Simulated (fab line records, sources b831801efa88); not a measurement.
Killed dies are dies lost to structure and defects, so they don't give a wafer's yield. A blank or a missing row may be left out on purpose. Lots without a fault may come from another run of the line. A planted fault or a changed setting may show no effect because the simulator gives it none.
One fault seen from 2 desks | flow gf180mcu | each desk has only its own numbers; what lay behind them comes last

THE METROLOGY DESK
What the gauges read, lot by lot, whatever tool the lot ran on: means of the sampled wafers that have a number. A lot is out of limits, marked OUT, if its mean lies more than 4 standard deviations from the usual mean; the brackets give that distance.
Columns: A = cd_nm at GF_M5_CD_MEAS_07, usual 280.2 nm; B = M5_OVL at GF_M5_OVL_MEAS_08, usual 1 nm
lot  | first seen here | A     | B
L325 | day 27 00:05    | 281.8 | -3
L335 | day 29 23:43    | 281.6 | 1
L338 | day 30 16:58    | 282.9 | -5
L342 | day 31 15:52    | 279.5 | 1
L343 | day 31 23:42    | 279.3 | 3
L344 | day 32 05:25    | 281.1 | 6
This desk's finding: nothing out of limits on any of the 6 lots.

THE TOOL OWNER'S DESK: rie_metal-04
The tool's own readings at GF_M5_METAL_ETCH_10 (etches the open film in Cl2/BCl3, stops on SiO2, target depth 627.5 nm, time 104.6 s): means of the sampled wafers that have a number, for each lot that ran on this tool. A lot is out of limits, marked OUT, if its mean lies more than 4 standard deviations from the usual mean; the brackets give that distance.
Columns: A = bcl3_flow_sccm at GF_M5_METAL_ETCH_10, usual 40.00 sccm; B = drypump_motor_current_A at GF_M5_METAL_ETCH_10, usual 5.91 A; C = oes_product_au at GF_M5_METAL_ETCH_10, usual 0.971 a.u.; D = rf_fwd_power_W at GF_M5_METAL_ETCH_10, usual 795.3 W; E = run_length_s at GF_M5_METAL_ETCH_10, usual 133.0 s; F = throttle_valve_pct at GF_M5_METAL_ETCH_10, usual 28.250 %
lot  | first seen here | A     | B    | C                | D     | E               | F
L325 | day 27 00:16    | 40.05 | 5.75 | 0.967            | 795.1 | 132.9           | 28.242
L335 | day 29 23:53    | 39.91 | 5.98 | 0.969            | 792.5 | 132.5           | 28.259
L338 | day 30 17:08    | 40.08 | 5.97 | 0.999            | -     | 126.2 (-11) OUT | 28.226
L342 | day 31 16:03    | 39.97 | 5.98 | 1.004 (+4.7) OUT | -     | 126.1 (-11) OUT | 28.209
This desk's finding: out of limits on L338, L342; first on L338, day 30 17:08 (run_length_s at GF_M5_METAL_ETCH_10). In limits: L325, L335.

PUT TOGETHER
The tool owner's desk could have raised an alarm at day 30 17:08, on L338, L342.
The metrology desk saw nothing out of limits.
The metrology desk has L338, L342 on record, within its limits.
Of the lots named, all ran GF_M5_METAL_ETCH_10 on rie_metal-04.

WHAT THE SIMULATOR HAD PUT IN
Process parameter drift: rie_metal-04, from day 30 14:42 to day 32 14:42, at GF_M5_METAL_ETCH_10. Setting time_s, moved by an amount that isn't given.
Lots struck among those shown: L338, L342.
Hours from the fault's start to each desk's first reading out of limits: the tool owner's desk, 2.
